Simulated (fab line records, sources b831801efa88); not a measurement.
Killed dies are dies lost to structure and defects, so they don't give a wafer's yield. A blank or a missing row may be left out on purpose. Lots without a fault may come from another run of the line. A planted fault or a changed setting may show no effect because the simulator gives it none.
fab line records | flow sky130
record lots=13 wafers=39 last_day=50
route steps=708 shown FIELD_ISO@1 DNWELL@44 NWELL@64 VT_ADJUST_LVTN@115 PAD_OPEN@708
lots that met no fault: from a run of the same line without faults
start_h: hours from the record's first day to the start of the lot's first wafer shown | wait_h: hours since the lot's step before | " the same as in the row above | L1.1+2: a row that stands for several wafers | - no value, or no start given | * or withheld: withheld | < > ~ a bound
route shown NAME@n: a module of which the file shows steps, and the number in the route of the first | usual: mean/standard deviation of fault-free wafers | same: alike in all rows | chamber/n: place in a boat | sites: the reading at each site | _std_site: their standard deviation | _edge_site: outer sites' mean less inner sites' | radius_mm: how far each site lies from the wafer's centre | mask NAME#n: copy n | behind: the tool/chamber that last shaped the wafer | hold: why the lot was held/for how many hours/how that ended | device: the transistor (n, p or np) that didn't switch | end of line: the same wafers' tests at the end of the route | a step without rows: its recipe alone | killed: dies lost to structure and defects at the first sort, not the wafer's yield | map: a wafer's dies, x killed, . not, _ none there
set.NAME: the setting as run; set.NAME@STEP: as run at that earlier step | model.NAME: the simulator's own value behind a step, which no gauge read
steps of the route over a sample of lots; a table a step, a row a wafer
services: from which hour (start_h, from the record's first day; less than 0 if before it) a tool's chamber was out of use, for how many hours, and why
## steps
# step SKY_FIELD_ISO_BOW_MEAS_00
# recipe mode=bow
# usual INCOMING_BOW=0/6.3
# columns lot.wafer tool chamber start_h wait_h INCOMING_BOW[um]
L452.2 film_metro-02 - 10.02 - -3
L452.3 " - " " -4
L452.4 " - " " 3
L453.2 film_metro-02 - 15.02 - -8
L453.4 " - " " -4
L453.5 " - " " -2
L454.3 film_metro-02 - 20.04 - 11
L454.4 " - " " -8
L454.6 " - " " -5
L462.1 film_metro-01 - 60.00 - 15
L462.2 " - " " -7
L462.6 " - " " -2
L464.1 film_metro-01 - 70.00 - -6
L464.4 " - " " -4
L464.6 " - " " 7
L465.1 film_metro-03 - 75.00 - 5
L465.5 " - " " 5
L465.6 " - " " 4
L466.1 film_metro-01 - 80.00 - -9
L466.2 " - " " 4
L466.4 " - " " 2
L467.1 film_metro-03 - 85.00 - -2
L467.2 " - " " 6
L467.6 " - " " -1
L469.2 film_metro-01 - 95.02 - -10
L469.3 " - " " 11
L469.5 " - " " 2
L472.1 film_metro-01 - 110.00 - 3
L472.2 " - " " 0
L472.5 " - " " -9
L473.1 film_metro-01 - 115.00 - -3
L473.4 " - " " -4
L473.6 " - " " -4
L474.2 film_metro-03 - 120.02 - -1
L474.4 " - " " -8
L474.5 " - " " 4
L475.1 film_metro-01 - 125.00 - -1
L475.2 " - " " 4
L475.3 " - " " -9
# step SKY_DNWELL_TW_MEAS_09
# usual DNWELL_TW=1114/10
# columns lot.wafer tool chamber start_h wait_h DNWELL_TW
L452.2 film_metro-04 - 53.84 0.1 1130
L452.3 " - " " 1125
L452.4 " - " " 1118
L453.2 film_metro-02 - 56.50 0.1 1112
L453.4 " - " " 1108
L453.5 " - " " 1106
L454.3 film_metro-01 - 64.01 0.1 1119
L454.4 " - " " 1110
L454.6 " - " " 1103
L462.1 film_metro-02 - 123.44 0.1 1098
L462.2 " - " " 1099
L462.6 " - " " 1100
L464.1 film_metro-01 - 125.91 0.1 1113
L464.4 " - " " 1113
L464.6 " - " " 1111
L465.1 film_metro-02 - 126.08 0.1 1092
L465.5 " - " " 1104
L465.6 " - " " 1100
L466.1 film_metro-04 - 133.13 0.1 1123
L466.2 " - " " 1115
L466.4 " - " " 1124
L467.1 film_metro-04 - 133.48 0.1 1125
L467.2 " - " " 1121
L467.6 " - " " 1122
L469.2 film_metro-04 - 151.57 0.1 1118
L469.3 " - " " 1111
L469.5 " - " " 1111
L472.1 film_metro-04 - 162.19 0.1 1135
L472.2 " - " " 1130
L472.5 " - " " 1129
L473.1 film_metro-04 - 164.01 0.1 1117
L473.4 " - " " 1117
L473.6 " - " " 1129
L474.2 film_metro-02 - 170.25 0.1 1095
L474.4 " - " " 1091
L474.5 " - " " 1099
L475.1 film_metro-01 - 176.49 0.1 1119
L475.2 " - " " 1121
L475.3 " - " " 1121
# step SKY_NWELL_IMPLANT_11
# recipe species=P energy_kev=400 dose_cm2=1.9e+13 tilt_deg=withheld
# usual beam_energy_keV=400.01/0.12 faraday_current_uA=107.4/2.1
# columns lot.wafer tool chamber start_h wait_h beam_energy_keV faraday_current_uA
L452.2 implanter-04 0 87.32 0.0 400.09 105.5
L452.3 " 0 " " 400.07 106.6
L452.4 " 0 " " 399.99 111.2
L453.2 implanter-02 0 89.77 0.0 399.75 104.7
L453.4 " 0 " " 399.63 106.1
L453.5 " 0 " " 399.81 104.5
L454.3 implanter-04 0 96.49 0.1 400.07 105.7
L454.4 " 0 " " 400.06 109.6
L454.6 " 0 " " 399.99 106.8
L462.1 implanter-02 0 161.59 0.0 330.47 107.8
L462.2 " 0 " " 330.32 106.0
L462.6 " 0 " " 330.55 103.9
L464.1 implanter-02 0 164.40 0.0 330.45 106.3
L464.4 " 0 " " 330.39 105.1
L464.6 " 0 " " 330.65 108.5
L465.1 implanter-04 0 165.18 0.0 399.99 108.5
L465.5 " 0 " " 399.96 105.6
L465.6 " 0 " " 399.88 111.3
L466.1 implanter-01 0 173.03 0.0 399.83 110.0
L466.2 " 0 " " 400.02 103.4
L466.4 " 0 " " 400.07 106.1
L467.1 implanter-04 0 173.49 0.0 400.14 107.8
L467.2 " 0 " " 399.93 106.4
L467.6 " 0 " " 400.02 107.2
L469.2 implanter-01 0 191.67 0.0 399.91 108.4
L469.3 " 0 " " 399.81 107.8
L469.5 " 0 " " 399.98 106.8
L472.1 implanter-01 0 203.54 0.0 400.14 108.7
L472.2 " 0 " " 399.94 110.0
L472.5 " 0 " " 399.93 109.4
L473.1 implanter-04 0 205.53 0.0 400.12 106.0
L473.4 " 0 " " 400.03 104.0
L473.6 " 0 " " 400.11 111.6
L474.2 implanter-01 0 211.58 0.0 400.05 108.5
L474.4 " 0 " " 400.10 107.8
L474.5 " 0 " " 399.87 106.7
L475.1 implanter-04 0 218.58 0.0 400.05 110.0
L475.2 " 0 " " 399.88 110.4
L475.3 " 0 " " 400.12 106.4
# step SKY_NWELL_TW_MEAS_15
# usual NWELL_TW=1817/15
# columns lot.wafer tool chamber start_h wait_h NWELL_TW
L452.2 film_metro-02 - 87.85 0.1 1807
L452.3 " - " " 1804
L452.4 " - " " 1802
L453.2 film_metro-01 - 90.30 0.1 1831
L453.4 " - " " 1827
L453.5 " - " " 1821
L454.3 film_metro-01 - 97.01 0.1 1807
L454.4 " - " " 1822
L454.6 " - " " 1823
L462.1 film_metro-02 - 162.14 0.1 1751
L462.2 " - " " 1759
L462.6 " - " " 1768
L464.1 film_metro-02 - 164.95 0.1 1751
L464.4 " - " " 1766
L464.6 " - " " 1754
L465.1 film_metro-02 - 165.73 0.1 1799
L465.5 " - " " 1799
L465.6 " - " " 1806
L466.1 film_metro-04 - 173.58 0.1 1832
L466.2 " - " " 1839
L466.4 " - " " 1833
L467.1 film_metro-02 - 174.04 0.1 1797
L467.2 " - " " 1796
L467.6 " - " " 1802
L469.2 film_metro-01 - 192.23 0.1 1825
L469.3 " - " " 1819
L469.5 " - " " 1833
L472.1 film_metro-01 - 204.09 0.1 1836
L472.2 " - " " 1830
L472.5 " - " " 1834
L473.1 film_metro-01 - 206.08 0.1 1826
L473.4 " - " " 1832
L473.6 " - " " 1842
L474.2 film_metro-02 - 212.11 0.1 1809
L474.4 " - " " 1814
L474.5 " - " " 1808
L475.1 film_metro-01 - 219.13 0.1 1818
L475.2 " - " " 1831
L475.3 " - " " 1822
# step SKY_NWELL_RS_MEAS_29
# recipe thk_meas_gauge=four-point-probe
# usual NWELL_RS=624.5/1.5
# columns lot.wafer tool chamber start_h wait_h NWELL_RS[ohm/sq]
L452.2 film_metro-02 - 104.47 0.1 621.7
L452.3 " - " " 621.6
L452.4 " - " " 623.5
L453.2 film_metro-01 - 106.88 0.1 625.6
L453.4 " - " " 625.6
L453.5 " - " " 627.8
L454.3 film_metro-02 - 113.38 0.1 625.6
L454.4 " - " " 625.6
L454.6 " - " " 623.9
L462.1 film_metro-04 - 182.97 0.1 655.2
L462.2 " - " " 656.4
L462.6 " - " " 656.2
L464.1 film_metro-01 - 185.40 0.1 653.7
L464.4 " - " " 653.9
L464.6 " - " " 654.7
L465.1 film_metro-04 - 185.75 0.1 625.6
L465.5 " - " " 627.8
L465.6 " - " " 625.8
L466.1 film_metro-04 - 194.91 0.1 624.4
L466.2 " - " " 626.5
L466.4 " - " " 626.5
L467.1 film_metro-01 - 195.33 0.1 625.2
L467.2 " - " " 625.2
L467.6 " - " " 624.8
L469.2 film_metro-04 - 213.92 0.1 624.4
L469.3 " - " " 622.5
L469.5 " - " " 623.2
L472.1 film_metro-01 - 226.11 0.1 624.6
L472.2 " - " " 623.0
L472.5 " - " " 624.2
L473.1 film_metro-01 - 228.26 0.1 619.7
L473.4 " - " " 624.3
L473.6 " - " " 623.5
L474.2 film_metro-01 - 234.19 0.1 623.4
L474.4 " - " " 624.8
L474.5 " - " " 625.3
L475.1 film_metro-01 - 241.75 0.1 624.2
L475.2 " - " " 625.2
L475.3 " - " " 625.1
# step SKY_VT_ADJUST_LVTN_OVL_MEAS_18
# usual VT_ADJUST_LVTN_01_OVL=-0.6/1.5
# columns lot.wafer tool chamber start_h wait_h VT_ADJUST_LVTN_01_OVL[nm]
L452.2 overlay-02 - 160.61 0.1 -0.6
L452.3 " - " " -0.8
L452.4 " - " " 0.1
L453.2 overlay-02 - 163.09 0.1 -2.5
L453.4 " - " " -2.0
L453.5 " - " " -1.4
L454.3 overlay-01 - 171.34 0.1 -0.8
L454.4 " - " " 0.0
L454.6 " - " " -1.7
L462.1 overlay-01 - 249.46 0.1 -1.3
L462.2 " - " " 0.3
L462.6 " - " " -1.4
L464.1 overlay-01 - 253.04 0.1 0.7
L464.4 " - " " 1.4
L464.6 " - " " 1.1
L465.1 overlay-02 - 253.26 0.1 -0.9
L465.5 " - " " 0.8
L465.6 " - " " -0.1
L466.1 overlay-02 - 262.43 0.1 -3.5
L466.2 " - " " -3.8
L466.4 " - " " -3.0
L467.1 overlay-02 - 264.48 0.1 0.3
L467.2 " - " " 1.3
L467.6 " - " " -0.2
L469.2 overlay-01 - 283.91 0.1 0.6
L469.3 " - " " -0.5
L469.5 " - " " -1.1
L472.1 overlay-02 - 297.91 0.1 -0.6
L472.2 " - " " 0.4
L472.5 " - " " 0.8
L473.1 overlay-02 - 300.88 0.1 -2.7
L473.4 " - " " -1.7
L473.6 " - " " -1.7
L474.2 overlay-02 - 306.29 0.1 -2.6
L474.4 " - " " -3.2
L474.5 " - " " -1.4
L475.1 overlay-02 - 317.98 0.1 -0.2
L475.2 " - " " -1.6
L475.3 " - " " -2.6
# step SKY_PAD_OPEN_PROBE_99
# usual killed_at_M0_to_M3=42/7.1 killed_at_M4_up=3.0/1.7 killed_at_contacts=25/5 killed_at_front_end=16/4.4 killed_at_other=0.5/1.4 killed_dies=87/9.2 killed_open=47/6.2 killed_short=39/6.6
# same gross_dies=492 killed_at_back_side=0
# columns lot.wafer tool chamber start_h wait_h killed_at_M0_to_M3 killed_at_M4_up killed_at_contacts killed_at_front_end killed_at_other killed_dies killed_open killed_short
L462.1 prober-01 - 1150.61 0.1 54 3 21 17 1 96 55 41
L462.2 prober-01 - 1150.66 0.1 47 4 26 12 0 89 44 45
L462.6 prober-01 - 1150.86 0.2 61 3 17 10 0 91 45 46
# killed by level:class
L462.1 VIA1:geometric_particle:open=15 CONTACT:geometric_particle:open=9 METAL2:geometric_particle:short=9 METAL3:geometric_particle:short=6 METAL1:geometric_particle:short=5 LI_CONTACT:geometric_particle:open=5 VIA1:geometric_particle:short=5 VIA3:geometric_particle:open=5
L462.2 VIA1:geometric_particle:open=14 LI_CONTACT:geometric_particle:open=8 VIA2:geometric_particle:short=8 LOCAL_INTERCONNECT:geometric_particle:short=5 CONTACT:geometric_particle:open=5 VIA3:geometric_particle:open=5 CONTACT:geometric_particle:short=5 VIA1:geometric_particle:short=5
L462.6 VIA1:geometric_particle:open=18 METAL2:geometric_particle:short=13 VIA3:geometric_particle:open=9 CONTACT:geometric_particle:short=7 CONTACT:geometric_particle:open=5 VIA2:geometric_particle:short=5 FIELD_ISO:geometric_particle:open=4 VIA2:geometric_particle:open=3
## services
# columns tool chamber start_h hours kind
implanter-01 - 117.91 3.8 repair
implanter-01 - 163.42 5.6 pm
implanter-01 - 171.34 1.5 repair
implanter-01 - 181.55 6.9 repair
implanter-04 - 199.02 5.2 repair
implanter-02 - 211.95 3.8 repair
## key
first_sign step=SKY_NWELL_IMPLANT_11 reading=beam_energy_keV direction=down sigmas=99+ usual=* struck=*
effect step=SKY_NWELL_TW_MEAS_15 reading=NWELL_TW direction=down sigmas=4 usual=1817 struck=1758
effect step=SKY_NWELL_RS_MEAS_29 reading=NWELL_RS direction=up sigmas=20 usual=624.5 struck=655.0
met_at SKY_NWELL_IMPLANT_11
struck_lots L462,L464
tester_left_out L462,L464
not_acting_at SKY_FIELD_ISO_BOW_MEAS_00,SKY_DNWELL_TW_MEAS_09,SKY_VT_ADJUST_LVTN_OVL_MEAS_18
onset_between 89.77 161.59
fault kind=process_parameter_drift tool=implanter-02 chamber=- onset_h=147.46 steps=SKY_NWELL_IMPLANT_11 channel=energy_kev offset=* shape=step end_h=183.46 acts_in=* stated=*
# tester_left_out: of these lots the tester's yield and bins aren't shown, on N5 and GAA mostly nor the transistor test; their killed dies are dies lost to structure and defects alone, not to doping, threshold or leakage, so they don't give the yield
